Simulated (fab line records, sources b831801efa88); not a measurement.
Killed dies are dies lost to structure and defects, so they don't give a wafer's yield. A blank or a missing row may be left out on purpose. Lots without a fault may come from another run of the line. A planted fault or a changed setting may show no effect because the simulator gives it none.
Which tool did it? | flow gf180mcu | 12 lots, 36 wafers sampled, at 2 steps of a route of 602

WHAT THE GAUGES READ, wafer by wafer
GF_PSD_TW_MEAS_11.
lot  | measured     | on            | PSD_TW
L075 | day 14 11:15 | film_metro-01 | 3152 3143 3160
L077 | day 15 07:41 | film_metro-03 | 3170 3141 3163
L079 | day 16 05:30 | film_metro-03 | 3158 3159 3155
L081 | day 16 14:08 | film_metro-02 | 3188 3193 3213
L083 | day 17 15:28 | film_metro-01 | 3137 3154 3151
L085 | day 17 23:46 | film_metro-03 | 3122 3120 3135
L087 | day 18 21:10 | film_metro-03 | 3149 3154 3144
L089 | day 19 17:23 | film_metro-02 | 3197 3221 3188
L091 | day 20 04:41 | film_metro-01 | 3173 3183 3163
L093 | day 20 21:45 | film_metro-01 | 3142 3144 3154
L095 | day 21 14:18 | film_metro-02 | 3201 3179 3184
L097 | day 22 06:46 | film_metro-02 | 3199 3200 3207

WHICH TOOL RAN EACH LOT (tool, then ch and the chambers of the sampled wafers, then the start)
lot  | GF_HV_LDD_STRIP_37
L075 | plasma_asher-03 ch 0,1, day 11 18:53
L077 | plasma_asher-03 ch 1, day 12 12:47
L079 | plasma_asher-04 ch 0,1, day 13 10:08
L081 | plasma_asher-03 ch 0,1, day 13 17:20
L083 | plasma_asher-01 ch 0,1, day 14 13:20
L085 | plasma_asher-03 ch 0,1, day 15 03:02
L087 | plasma_asher-01 ch 0,1, day 15 20:59
L089 | plasma_asher-01 ch 0,1, day 16 14:47
L091 | plasma_asher-03 ch 0,1, day 17 00:44
L093 | plasma_asher-04 ch 0,1, day 17 17:04
L095 | plasma_asher-04 ch 0,1, day 18 09:23
L097 | plasma_asher-01 ch 0,1, day 19 01:46
- GF_HV_LDD_STRIP_37: strips in O2/N2.

THE ANSWER, worked out from the rows above alone
Rule: what is usual is taken from the lots themselves. Put in order of their means at a reading, lots are off if they are a third of the lots or fewer, leave a main group of 4 or more, and stand apart from it by a gap of 3 or more times the standard deviation of the main group's means; of several such gaps the widest counts. A main group whose means are all the same, to the digits that the tables above print for the reading, isn't used. A lot without any number at a reading at which 4 lots or more have one is off too. The other lots that the step has rows for count as sound.
No lot is off at any reading shown: from this, nothing can be told.

WHAT THE SIMULATOR HAD PUT IN
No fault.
